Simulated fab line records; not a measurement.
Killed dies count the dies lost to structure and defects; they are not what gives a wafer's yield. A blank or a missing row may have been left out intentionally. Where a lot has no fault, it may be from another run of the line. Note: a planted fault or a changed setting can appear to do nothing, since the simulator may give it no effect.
Chamber matching	flow gf180mcu	4 sister chambers for GF_V5_CMP_04 on cmp-02
The step polishes SiO2. 27 wafers are shown with their chamber, then 12 later ones without.

== WAFERS WITH THEIR CHAMBER ==
wafer	chamber	motor-current-A (A)	platen-rpm (rpm)	retaining-ring-pressure-frac
L074.2	2	11.8	60.02	1.006
L074.3	0	12.5	59.99	1.000
L074.6	1	12.2	59.95	1.001
L076.2	0	12.8	60.05	1.010
L076.3	2	12.2	59.93	0.987
L076.6	2	11.8	59.99	0.993
L078.1	2	12.1	59.97	1.001
L078.2	0	12.1	60.00	0.994
L078.5	2	11.6	60.01	1.006
L082.2	2	12.6	60.01	0.998
L082.4	0	12.9	59.99	1.003
L082.6	0	13.2	60.01	0.994
L083.3	2	12.8	60.02	0.992
L083.4	1	11.5	59.97	0.995
L083.6	0	12.7	59.96	1.001
L085.1	3	13.1	59.96	0.995
L085.3	0	13.7	60.00	1.006
L085.6	3	13.0	59.94	0.991
L088.2	2	12.0	60.02	1.002
L088.4	3	12.5	59.92	0.999
L088.5	1	12.0	59.98	1.000
L089.1	1	12.1	59.97	0.999
L089.2	2	11.9	59.97	0.997
L089.5	3	13.1	60.01	0.999
L090.3	0	12.1	59.97	0.999
L090.5	3	12.6	60.03	0.998
L090.6	2	12.4	60.06	0.998

SIGNATURES (means of the wafers above)
reading	chamber 0	chamber 1	chamber 2	chamber 3	scatter within a chamber
motor-current-A	12.750	11.950	12.120	12.860	0.416
platen-rpm	59.9963	59.9675	60.0000	59.9720	0.0337
retaining-ring-pressure-frac	1.00087	0.99875	0.99800	0.99640	0.00518
Rule: for a wafer and a chamber, the distance is found by dividing, reading by reading, the gap between the wafer's reading and the chamber's mean by the reading's scatter, squaring, summing and taking the root. If the next closest chamber is less than 2 further off than the closest, the wafer can't be placed; otherwise it belongs to the closest. How the scatter is found: for the shown wafers, subtract from each reading the mean of its chamber, square and add these, divide the total by (wafers less chambers), then take the root.

== WAFERS MISSING THEIR CHAMBER ==
wafer	motor-current-A (A)	platen-rpm (rpm)	retaining-ring-pressure-frac
L091.1	13.8	60.00	0.994
L091.2	12.9	60.00	1.001
L091.3	11.5	60.00	1.000
L093.1	13.0	59.97	0.997
L093.3	12.1	60.05	1.005
L093.5	12.1	59.96	0.991
L095.2	12.8	60.07	1.003
L095.3	12.0	60.03	0.999
L095.5	13.0	59.96	1.000
L096.1	12.5	60.05	1.004
L096.3	11.9	59.98	0.999
L096.5	11.7	59.96	1.006

== THE CHAMBER EACH PASSED THROUGH ==
wafer	from the rows above	in truth
L091.1	can't be placed: 3 or 0 or 2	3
L091.2	can't be placed: 0 or 3 or 2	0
L091.3	can't be placed: 1 or 2 or 0 or 3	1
L093.1	can't be placed: 3 or 0 or 2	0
L093.3	can't be placed: 2 or 0 or 1 or 3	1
L093.5	can't be placed: 1 or 2 or 3 or 0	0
L095.2	can't be placed: 0 or 2 or 3 or 1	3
L095.3	can't be placed: 2 or 1 or 0 or 3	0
L095.5	can't be placed: 3 or 0 or 2 or 1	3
L096.1	can't be placed: 0 or 2 or 3 or 1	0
L096.3	can't be placed: 1 or 2 or 0 or 3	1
L096.5	can't be placed: 1 or 2 or 0 or 3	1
Placed correctly: 0 of 12. Can't be placed from these rows: 12 (the true chamber is among the candidates in 12). Number placed wrongly: 0.
